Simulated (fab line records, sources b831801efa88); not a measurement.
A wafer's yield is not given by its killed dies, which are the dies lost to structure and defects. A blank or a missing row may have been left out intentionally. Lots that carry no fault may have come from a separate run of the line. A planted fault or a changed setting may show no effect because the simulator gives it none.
Which tool did it? || flow sky130 || Sampling: 12 lots, 36 wafers, 5 of 708 route steps

== WHAT THE GAUGES SHOWED, per wafer ==
SKY_POLY_GATE_THK_MEAS_21. Usual: for POLY_GATE_OXIDATION_THK the level is 3.95 nm and the standard deviation is 0.073.
{"lot": "L844", "measured": "day 17 01:02", "on": "film_metro-03", "POLY_GATE_OXIDATION_THK (nm)": "3.85 4.06 3.86", "flag": ""}
{"lot": "L847", "measured": "day 17 20:37", "on": "film_metro-04", "POLY_GATE_OXIDATION_THK (nm)": "3.96 3.90 3.95", "flag": ""}
{"lot": "L851", "measured": "day 19 09:43", "on": "film_metro-02", "POLY_GATE_OXIDATION_THK (nm)": "4.01 4.00 3.99", "flag": ""}
{"lot": "L852", "measured": "day 19 23:29", "on": "film_metro-04", "POLY_GATE_OXIDATION_THK (nm)": "4.07 4.06 3.95", "flag": ""}
{"lot": "L854", "measured": "day 20 14:43", "on": "film_metro-02", "POLY_GATE_OXIDATION_THK (nm)": "3.79 3.84 3.72", "flag": ""}
{"lot": "L855", "measured": "day 20 21:34", "on": "film_metro-03", "POLY_GATE_OXIDATION_THK (nm)": "3.96 3.87 3.89", "flag": ""}
{"lot": "L856", "measured": "day 21 01:53", "on": "film_metro-04", "POLY_GATE_OXIDATION_THK (nm)": "4.02 3.94 3.93", "flag": ""}
{"lot": "L858", "measured": "day 21 23:54", "on": "film_metro-04", "POLY_GATE_OXIDATION_THK (nm)": "3.96 4.00 3.95", "flag": ""}
{"lot": "L859", "measured": "day 22 11:36", "on": "film_metro-03", "POLY_GATE_OXIDATION_THK (nm)": "3.96 3.99 3.96", "flag": ""}
{"lot": "L860", "measured": "day 22 18:36", "on": "film_metro-03", "POLY_GATE_OXIDATION_THK (nm)": "3.88 3.88 3.91", "flag": ""}
{"lot": "L861", "measured": "day 22 19:21", "on": "film_metro-03", "POLY_GATE_OXIDATION_THK (nm)": "3.92 4.02 4.09", "flag": ""}
{"lot": "L866", "measured": "day 25 20:02", "on": "film_metro-03", "POLY_GATE_OXIDATION_THK (nm)": "3.92 4.03 4.03", "flag": ""}

SKY_LDD_P_TW_MEAS_11. Usual: for LDD_P_TW the level is 642 and the standard deviation is 3.5.
{"lot": "L844", "measured": "day 19 11:41", "on": "film_metro-03", "LDD_P_TW": "639 645 647", "flag": ""}
{"lot": "L847", "measured": "day 20 09:26", "on": "film_metro-03", "LDD_P_TW": "649 647 645", "flag": ""}
{"lot": "L851", "measured": "day 21 23:05", "on": "film_metro-01", "LDD_P_TW": "644 644 641", "flag": ""}
{"lot": "L852", "measured": "day 22 13:37", "on": "film_metro-03", "LDD_P_TW": "641 640 640", "flag": ""}
{"lot": "L854", "measured": "day 23 03:26", "on": "film_metro-03", "LDD_P_TW": "643 644 644", "flag": ""}
{"lot": "L855", "measured": "day 23 11:01", "on": "film_metro-01", "LDD_P_TW": "641 643 639", "flag": ""}
{"lot": "L856", "measured": "day 23 15:26", "on": "film_metro-03", "LDD_P_TW": "643 641 646", "flag": ""}
{"lot": "L858", "measured": "day 24 12:38", "on": "film_metro-03", "LDD_P_TW": "653 651 654", "flag": "OFF"}
{"lot": "L859", "measured": "day 25 00:41", "on": "film_metro-02", "LDD_P_TW": "637 639 637", "flag": ""}
{"lot": "L860", "measured": "day 25 07:13", "on": "film_metro-03", "LDD_P_TW": "647 645 642", "flag": ""}
{"lot": "L861", "measured": "day 25 07:31", "on": "film_metro-03", "LDD_P_TW": "656 655 655", "flag": "OFF"}
{"lot": "L866", "measured": "day 28 09:08", "on": "film_metro-03", "LDD_P_TW": "637 638 637", "flag": ""}

SKY_LDD_HVP_OVL_MEAS_07. Usual: for LDD_HVP_OVL the level is 0.7 nm and the standard deviation is 1.2.
{"lot": "L844", "measured": "day 22 00:07", "on": "overlay-01", "LDD_HVP_OVL (nm)": "1.9 -1.0 0.2", "flag": ""}
{"lot": "L847", "measured": "day 22 21:34", "on": "overlay-01", "LDD_HVP_OVL (nm)": "-1.6 1.1 -1.9", "flag": ""}
{"lot": "L851", "measured": "day 24 10:37", "on": "overlay-01", "LDD_HVP_OVL (nm)": "0.4 0.2 2.6", "flag": ""}
{"lot": "L852", "measured": "day 25 00:35", "on": "overlay-02", "LDD_HVP_OVL (nm)": "0.3 0.5 1.5", "flag": ""}
{"lot": "L854", "measured": "day 25 13:53", "on": "overlay-02", "LDD_HVP_OVL (nm)": "2.6 -0.6 0.6", "flag": ""}
{"lot": "L855", "measured": "day 25 22:02", "on": "overlay-02", "LDD_HVP_OVL (nm)": "0.3 1.1 1.0", "flag": ""}
{"lot": "L856", "measured": "day 26 02:25", "on": "overlay-02", "LDD_HVP_OVL (nm)": "0.1 0.7 -0.1", "flag": ""}
{"lot": "L858", "measured": "day 26 22:47", "on": "overlay-02", "LDD_HVP_OVL (nm)": "2.8 1.4 3.5", "flag": ""}
{"lot": "L859", "measured": "day 27 11:05", "on": "overlay-02", "LDD_HVP_OVL (nm)": "0.9 -1.6 0.2", "flag": ""}
{"lot": "L860", "measured": "day 27 17:46", "on": "overlay-02", "LDD_HVP_OVL (nm)": "2.2 1.0 2.3", "flag": ""}
{"lot": "L861", "measured": "day 27 18:52", "on": "overlay-02", "LDD_HVP_OVL (nm)": "-1.0 0.5 -0.5", "flag": ""}
{"lot": "L866", "measured": "day 30 15:49", "on": "overlay-01", "LDD_HVP_OVL (nm)": "1.8 1.1 0.9", "flag": ""}

== EACH LOT AND THE TOOL THAT RAN IT (in order: tool; ch and the chambers of the sampled wafers; start) ==
{"lot": "L844", "SKY_POLY_GATE_ETCH_16": "rie_diel-03 ch 1,3, day 16 20:55", "SKY_LDD_P_IMPLANT_09": "implanter-03 ch 0, day 19 11:26"}
{"lot": "L847", "SKY_POLY_GATE_ETCH_16": "rie_diel-02 ch 0,1,2, day 17 17:10", "SKY_LDD_P_IMPLANT_09": "implanter-03 ch 0, day 20 09:11"}
{"lot": "L851", "SKY_POLY_GATE_ETCH_16": "rie_diel-01 ch 0,1, day 19 07:04", "SKY_LDD_P_IMPLANT_09": "implanter-03 ch 0, day 21 22:50"}
{"lot": "L852", "SKY_POLY_GATE_ETCH_16": "rie_diel-03 ch 0,2,3, day 19 21:55", "SKY_LDD_P_IMPLANT_09": "implanter-04 ch 0, day 22 13:23"}
{"lot": "L854", "SKY_POLY_GATE_ETCH_16": "rie_diel-01 ch 2,3, day 20 13:10", "SKY_LDD_P_IMPLANT_09": "implanter-02 ch 0, day 23 03:11"}
{"lot": "L855", "SKY_POLY_GATE_ETCH_16": "rie_diel-02 ch 1,3, day 20 19:57", "SKY_LDD_P_IMPLANT_09": "implanter-02 ch 0, day 23 10:47"}
{"lot": "L856", "SKY_POLY_GATE_ETCH_16": "rie_diel-03 ch 0,1,3, day 21 00:19", "SKY_LDD_P_IMPLANT_09": "implanter-02 ch 0, day 23 15:11"}
{"lot": "L858", "SKY_POLY_GATE_ETCH_16": "rie_diel-01 ch 2,3, day 21 22:20", "SKY_LDD_P_IMPLANT_09": "implanter-02 ch 0, day 24 12:25"}
{"lot": "L859", "SKY_POLY_GATE_ETCH_16": "rie_diel-03 ch 1,2,3, day 22 10:02", "SKY_LDD_P_IMPLANT_09": "implanter-04 ch 0, day 25 00:26"}
{"lot": "L860", "SKY_POLY_GATE_ETCH_16": "rie_diel-03 ch 0,1,2, day 22 16:49", "SKY_LDD_P_IMPLANT_09": "implanter-03 ch 0, day 25 06:58"}
{"lot": "L861", "SKY_POLY_GATE_ETCH_16": "rie_diel-02 ch 1,2,3, day 22 17:47", "SKY_LDD_P_IMPLANT_09": "implanter-02 ch 0, day 25 07:16"}
{"lot": "L866", "SKY_POLY_GATE_ETCH_16": "rie_diel-03 ch 0,3, day 25 18:28", "SKY_LDD_P_IMPLANT_09": "implanter-02 ch 0, day 28 08:55"}
- SKY_POLY_GATE_ETCH_16: etches Si3N4 in CH3F/O2, stops on poly-Si, time 147.5 s, target depth 75 nm.
- SKY_LDD_P_IMPLANT_09

== AS READ BY THE TOOLS THEMSELVES (means over the sampled wafers that have a number; for cases with no such wafer, the mark the record gives instead) ==
SKY_POLY_GATE_ETCH_16. Usual: O2_flow_sccm 29.99 sccm, standard deviation 0.091; drypump_motor_current_A 5.7 A, standard deviation 0.34; oes_product_au 0.643 a.u., standard deviation 0.0049; throttle_valve_pct 10.536 %, standard deviation 0.0085.
{"lot": "L844", "tool": "rie_diel-03", "O2_flow_sccm (sccm)": 29.98, "drypump_motor_current_A (A)": 5.8, "oes_product_au (a.u.)": 0.642, "throttle_valve_pct (%)": 10.530, "flag": ""}
{"lot": "L847", "tool": "rie_diel-02", "O2_flow_sccm (sccm)": 29.97, "drypump_motor_current_A (A)": 5.8, "oes_product_au (a.u.)": 0.642, "throttle_valve_pct (%)": 10.533, "flag": ""}
{"lot": "L851", "tool": "rie_diel-01", "O2_flow_sccm (sccm)": 30.01, "drypump_motor_current_A (A)": 5.7, "oes_product_au (a.u.)": 0.641, "throttle_valve_pct (%)": 10.535, "flag": ""}
{"lot": "L852", "tool": "rie_diel-03", "O2_flow_sccm (sccm)": 30.10, "drypump_motor_current_A (A)": 5.7, "oes_product_au (a.u.)": 0.648, "throttle_valve_pct (%)": 10.532, "flag": ""}
{"lot": "L854", "tool": "rie_diel-01", "O2_flow_sccm (sccm)": 29.90, "drypump_motor_current_A (A)": 5.3, "oes_product_au (a.u.)": 0.644, "throttle_valve_pct (%)": 10.531, "flag": ""}
{"lot": "L855", "tool": "rie_diel-02", "O2_flow_sccm (sccm)": 30.01, "drypump_motor_current_A (A)": 5.3, "oes_product_au (a.u.)": 0.639, "throttle_valve_pct (%)": 10.537, "flag": ""}
{"lot": "L856", "tool": "rie_diel-03", "O2_flow_sccm (sccm)": 30.00, "drypump_motor_current_A (A)": 5.7, "oes_product_au (a.u.)": 0.642, "throttle_valve_pct (%)": 10.540, "flag": ""}
{"lot": "L858", "tool": "rie_diel-01", "O2_flow_sccm (sccm)": 30.03, "drypump_motor_current_A (A)": 5.3, "oes_product_au (a.u.)": 0.643, "throttle_valve_pct (%)": 10.532, "flag": ""}
{"lot": "L859", "tool": "rie_diel-03", "O2_flow_sccm (sccm)": 30.00, "drypump_motor_current_A (A)": 5.9, "oes_product_au (a.u.)": 0.648, "throttle_valve_pct (%)": 10.539, "flag": ""}
{"lot": "L860", "tool": "rie_diel-03", "O2_flow_sccm (sccm)": 30.09, "drypump_motor_current_A (A)": 5.8, "oes_product_au (a.u.)": 0.645, "throttle_valve_pct (%)": 10.531, "flag": ""}
{"lot": "L861", "tool": "rie_diel-02", "O2_flow_sccm (sccm)": 30.01, "drypump_motor_current_A (A)": 5.6, "oes_product_au (a.u.)": 0.639, "throttle_valve_pct (%)": 10.531, "flag": ""}
{"lot": "L866", "tool": "rie_diel-03", "O2_flow_sccm (sccm)": 30.04, "drypump_motor_current_A (A)": 5.6, "oes_product_au (a.u.)": 0.639, "throttle_valve_pct (%)": 10.536, "flag": ""}

SKY_LDD_P_IMPLANT_09. Usual: beam_energy_keV at 25.000, with a standard deviation of 0.0085.
{"lot": "L844", "tool": "implanter-03", "beam_energy_keV": 24.999, "flag": ""}
{"lot": "L847", "tool": "implanter-03", "beam_energy_keV": 25.010, "flag": ""}
{"lot": "L851", "tool": "implanter-03", "beam_energy_keV": 24.988, "flag": ""}
{"lot": "L852", "tool": "implanter-04", "beam_energy_keV": 25.004, "flag": ""}
{"lot": "L854", "tool": "implanter-02", "beam_energy_keV": 24.998, "flag": ""}
{"lot": "L855", "tool": "implanter-02", "beam_energy_keV": 24.996, "flag": ""}
{"lot": "L856", "tool": "implanter-02", "beam_energy_keV": 25.004, "flag": ""}
{"lot": "L858", "tool": "implanter-02", "beam_energy_keV": 26.476, "flag": "OFF"}
{"lot": "L859", "tool": "implanter-04", "beam_energy_keV": 25.000, "flag": ""}
{"lot": "L860", "tool": "implanter-03", "beam_energy_keV": 25.013, "flag": ""}
{"lot": "L861", "tool": "implanter-02", "beam_energy_keV": 26.475, "flag": "OFF"}
{"lot": "L866", "tool": "implanter-02", "beam_energy_keV": 24.988, "flag": ""}

== THE ANSWER, worked out from the rows above alone ==
Rule: a lot counts as off when the mean over its wafers that have a number is more than 3 standard deviations away from the usual mean. Also off: a lot with no number at a reading for which 4 or more lots have one. All remaining lots with rows at the step are treated as sound. The gauges are gone through in route order, then the tools' own readings, and for those a lot's mean is taken as printed above. At the first step where some lot is off, the reading lying furthest off is the one used; lots without a number count as furthest.
Off: at SKY_LDD_P_TW_MEAS_11 (LDD_P_TW), L858, L861.
A tool fits if, at a process step before that reading, it ran every lot that is off, and no sound lot after the first of them. The gauges at SKY_LDD_P_TW_MEAS_11 aren't tried: what is off there is off at SKY_LDD_P_IMPLANT_09 too, on other tools, and a gauge's error can't cause that. No candidate that was tried fits.

== WHAT THE SIMULATOR PUT IN ==
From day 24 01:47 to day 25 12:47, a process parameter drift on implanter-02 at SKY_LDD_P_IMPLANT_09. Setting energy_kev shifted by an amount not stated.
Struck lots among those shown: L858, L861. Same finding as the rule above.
